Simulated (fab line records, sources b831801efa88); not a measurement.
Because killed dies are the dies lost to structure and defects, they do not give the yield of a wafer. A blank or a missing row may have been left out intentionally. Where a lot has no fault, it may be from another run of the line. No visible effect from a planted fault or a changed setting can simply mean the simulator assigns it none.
A struck lot beside a sound one || flow gf180mcu || 15 steps out of a route of 602
Sound: the wafers L496.3, L496.5, L496.6. Wafers struck: L510.1, L510.3, L510.6. The cause comes at the end.
Per side, at each step with rows, come the tool, then ch with its chambers, and then its first start. Under that, the readings that differ: sound wafers || struck wafers || difference of the means || sigmas: that difference in standard deviations of wafers without a fault.
alike: a reading whose means differ by less than 2 such deviations, as well as words and numbers matching on both sides. not compared: withheld readings; readings where some wafer has no value; bounds like >300 that might hide an equal value; numbers whose values overlap and for which the record gives no deviation.
The two part at a step that has a row with sigmas, a row that says differs or no value, or rows on one side only. When numbers do not overlap yet have no deviation, they are printed without sigmas and do not part them. A reading missing from all wafers of one side parts the sides only when that side holds two or more wafers.

first, 6 steps without rows for these wafers: GF_M4_HMDS_08 (prime time 60 s); GF_M4_COAT_09 (resist thk 1000 nm); GF_M4_SOFTBAKE_10 (time 60 s); GF_M4_EXPOSE_11 (exposes mask Metal4, target cd 280 nm); GF_M4_PEB_12 (peb time 90 s); GF_M4_DEVELOP_13 (develop time 60 s).
GF_M4_CD_MEAS_14 targets a cd of 280 nm.
  struck on cd_sem-02, day 28 11:14; sound on cd_sem-02, day 23 21:30
  alike: cd_nm
GF_M4_OVL_MEAS_15:
  struck on overlay-02, day 28 11:22; sound on overlay-01, day 23 21:35
  alike: M4_OVL
GF_M4_METAL_ETCH_16: etches the open film in Cl2/BCl3, stops on SiO2, target depth 750.8 nm, time 125.1 s.
  sound on rie_metal-03 ch 0,1, day 23 21:40; struck on rie_metal-03 ch 0,1, day 28 11:24
  alike: bcl3_flow_sccm, drypump_motor_current_A, oes_product_au, throttle_valve_pct
  not compared: rf_hours_counter_h
GF_M4_STRIP_17: strips in O2/N2.
  sound on plasma_asher-03 ch 0,1, day 23 21:47; struck on plasma_asher-02 ch 0,1, day 28 11:32
  alike: drypump_motor_current_A, heater_power_w, oes_product_au, strip_time_to_endpoint_s
  not compared: rf_hours_counter_h
then, 2 steps without rows for these wafers: GF_M4_STRIP_18 (strips in post etch residue remover, time 1200 s); GF_M4_CLEAN_19 (cleans in DIW).
GF_V4_CVD_00: deposits SiO2, target thk 600 nm, time 100 s.
  sound on hdpcvd-02 ch 0,1,2, day 23 22:17; struck on hdpcvd-02 ch 0,1, day 28 12:04
{"reading": "sih4_flow_sccm (sccm)", "sound": "60.03 59.97 59.77", "struck": "72.02 72.25 72.33", "difference": "+12.28", "sigmas": "+68"}
{"reading": "model.SiO2_of_V4_CVD_00.thk_nm (nm)", "sound": "594.2 605.5 601.8", "struck": "722 710.8 718.1", "difference": "+116", "sigmas": ""}
GF_V4_THK_MEAS_01:
  struck on film_metro-02, day 28 12:08; sound on film_metro-02, day 23 22:22
{"reading": "V4_CVD_00_THK (nm)", "sound": "595 606 602", "struck": "722 711 718", "difference": "+116", "sigmas": "+22"}
GF_V4_CVD_02: deposits SiO2 from TEOS, target thk 850 nm, time 94.851 s.
  sound on pecvd-04 ch 0,1,2, day 23 22:25; struck on pecvd-02 ch 0,2, day 28 12:12
  alike: heater_power_w

== WHERE THEY PART ==
First at GF_V4_CVD_00; last, within this record, at GF_V4_THK_MEAS_01. Later steps at which nothing parts them and some readings are alike: GF_V4_CVD_02.

WHY: what the simulator had put in
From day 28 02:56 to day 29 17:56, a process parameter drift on hdpcvd-02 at GF_V4_CVD_00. Setting sih4_flow_sccm shifted by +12 from 60. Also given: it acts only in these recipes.
